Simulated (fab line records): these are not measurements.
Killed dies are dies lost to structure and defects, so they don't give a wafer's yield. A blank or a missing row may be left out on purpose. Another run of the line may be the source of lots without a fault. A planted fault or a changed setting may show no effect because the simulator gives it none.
Split-lot study | flow sky130 | 23 wafers read from 5 lots, route of 708 steps

## SPLIT DETAILS
At SKY_SD_N_IMPLANT_09, the setting energy_kev was moved away from the recipe's 50 on 11 of the 23 wafers read, by -5.3% to +5.9%. This setting was run at the recipe's value on the other wafers.

## FROM THE SPLIT TO THE READING: what the file shows between them, 4 steps
- SKY_SD_N_IMPLANT_10
- SKY_SD_N_STRIP_11: strips in O2/N2
- SKY_SD_N_CLEAN_13: cleans in SC1/SC2, time 150 s
- SKY_SD_N_RTA_14: time 2 s

## THE READING
SD_N_RS (ohm/sq), read at SKY_SD_N_RS_MEAS_16 with a four-point probe. Typical for fault-free wafers on this fab line: 68.55 ohm/sq, with standard deviation 0.11 ohm/sq.

wafer  | tool, chamber at the split | energy_kev as run | against the recipe | SD_N_RS, ohm/sq | against lot-mates on the recipe
L076.1 | implanter-03, 0            | 48.79             | -2.4%              | 69.19           | +0.55
L076.2 | implanter-03, 0            | 48.79             | -2.4%              | 69.50           | +0.86
L076.3 | implanter-03, 0            | 50                | recipe             | 68.68           | -
L076.4 | implanter-03, 0            | 50                | recipe             | 68.60           | -
L076.5 | implanter-03, 0            | 48.79             | -2.4%              | 69.43           | +0.79
L078.2 | implanter-03, 0            | 50                | recipe             | 68.66           | -
L078.5 | implanter-03, 0            | 50                | recipe             | 68.68           | -
L078.6 | implanter-03, 0            | 50                | recipe             | 68.75           | -
L079.2 | implanter-01, 0            | 50                | recipe             | 68.52           | -
L079.3 | implanter-01, 0            | 50                | recipe             | 68.44           | -
L079.4 | implanter-01, 0            | 50                | recipe             | 68.58           | -
L079.5 | implanter-01, 0            | 52.94             | +5.9%              | 66.42           | -2.09
L079.6 | implanter-01, 0            | 52.94             | +5.9%              | 66.48           | -2.03
L080.1 | implanter-03, 0            | 47.79             | -4.4%              | 70.15           | +1.59
L080.2 | implanter-03, 0            | 47.79             | -4.4%              | 70.11           | +1.55
L080.3 | implanter-03, 0            | 47.79             | -4.4%              | 70.15           | +1.59
L080.4 | implanter-03, 0            | 50                | recipe             | 68.48           | -
L080.5 | implanter-03, 0            | 50                | recipe             | 68.65           | -
L085.1 | implanter-03, 0            | 47.34             | -5.3%              | 70.43           | +1.94
L085.2 | implanter-03, 0            | 50                | recipe             | 68.47           | -
L085.3 | implanter-03, 0            | 47.34             | -5.3%              | 70.43           | +1.94
L085.5 | implanter-03, 0            | 47.34             | -5.3%              | 70.42           | +1.92
L085.6 | implanter-03, 0            | 50                | recipe             | 68.52           | -

THE FIT
A straight line over all 23 wafers: SD_N_RS changes by -0.353 ohm/sq for each +1% of energy_kev; r = -1.00; the points scatter about the line by 0.093 ohm/sq.
The same after taking each lot's own level away (the mean of its wafers on the recipe; 23 wafers): -0.354 ohm/sq for each +1%; r = -1.00; scatter 0.082 ohm/sq.
According to that fit, moving energy_kev by its largest amount changes the reading by 2.1 ohm/sq.
Across the lots, their own levels run from 68.495 to 68.697 ohm/sq, a range of 1.8 times the standard deviation given above.
The two slopes are in agreement: the lot-to-lot level therefore moves the slope only a little.
Check: for one of the wafers moved furthest among these (+5.9%), held out of the fit, the line's prediction against its lot-mates is -2.08 ohm/sq. Against them it came out at -2.09 ohm/sq.

## THE WHOLE CHAIN: every reading that the file lists as answering this split, in the file's order
step                | what it does                 | reading                                                         | change (the file's fit)               | r (the file's)
SKY_SD_N_IMPLANT_09 |                              | implant.rp_nm (the simulator's own value, which no gauge read)  | +0.263 nm for each +1% of the setting | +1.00
SKY_SD_N_IMPLANT_09 |                              | implant.drp_nm (the simulator's own value, which no gauge read) | +0.106 nm for each +1% of the setting | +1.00
SKY_SD_N_STRIP_11   | strips in O2/N2              | strip_time_to_endpoint_s                                        | withheld for each +1% of the setting  | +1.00
SKY_SD_N_RS_MEAS_16 | measures by four-point-probe | SD_N_RS                                                         | -0.353 for each +1% of the setting    | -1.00

## FILE'S OWN FIT
SD_N_RS changes by -0.353 ohm/sq for each +1% of energy_kev, r = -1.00.
